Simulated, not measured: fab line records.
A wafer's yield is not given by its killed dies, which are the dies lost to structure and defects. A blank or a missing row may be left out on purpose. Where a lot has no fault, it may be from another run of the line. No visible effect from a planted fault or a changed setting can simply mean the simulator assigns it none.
Matching of chambers / flow sky130 / 4 sister chambers for SKY_POLY_GATE_ETCH_17 on rie-si-01
The step etches poly-Si in HBr/Cl2, stops on SiO2, target depth 180 nm, time 70.5 s. 4 wafers are shown with their chamber, then 9 later ones without.

## WAFERS WITH THEIR CHAMBER
wafer=L275.2; chamber=3; throttle-valve-pct (%)=33.685
wafer=L279.1; chamber=0; throttle-valve-pct (%)=33.691
wafer=L279.4; chamber=1; throttle-valve-pct (%)=33.674
wafer=L279.5; chamber=2; throttle-valve-pct (%)=33.667

## WAFERS WHOSE CHAMBER IS MISSING
wafer=L284.1; throttle-valve-pct (%)=33.690
wafer=L284.3; throttle-valve-pct (%)=33.687
wafer=L284.6; throttle-valve-pct (%)=33.692
wafer=L286.2; throttle-valve-pct (%)=33.683
wafer=L286.3; throttle-valve-pct (%)=33.672
wafer=L286.4; throttle-valve-pct (%)=33.689
wafer=L290.1; throttle-valve-pct (%)=33.695
wafer=L290.3; throttle-valve-pct (%)=33.695
wafer=L290.4; throttle-valve-pct (%)=33.682

## EACH ONE'S CHAMBER
wafer=L284.1; from the rows above=can't be placed: 0 or 3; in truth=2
wafer=L284.3; from the rows above=can't be placed: 3 or 0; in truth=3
wafer=L284.6; from the rows above=0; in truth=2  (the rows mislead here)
wafer=L286.2; from the rows above=3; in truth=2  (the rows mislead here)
wafer=L286.3; from the rows above=can't be placed: 1 or 2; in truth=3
wafer=L286.4; from the rows above=can't be placed: 0 or 3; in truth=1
wafer=L290.1; from the rows above=0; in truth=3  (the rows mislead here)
wafer=L290.3; from the rows above=0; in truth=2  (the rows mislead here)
wafer=L290.4; from the rows above=can't be placed: 3 or 1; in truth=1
Correct placement for 0 of the 9. From these rows, 5 cannot be placed; in 2 the true chamber is one of the candidates. 4 placed wrongly.
How it was worked out, from the rows above alone: a wafer's distance from a chamber is the root of the sum, over the readings, of the square of ((its reading less the chamber's mean) divided by the reading's scatter). The wafer belongs to the nearest chamber; if the next one is less than 2 further off, it can't be placed. The mean given for a chamber averages the wafers shown for that chamber. The scatter (one wafer shown for each chamber): square how far every hidden wafer sits from the nearest shown wafer, average those squares and take the square root.
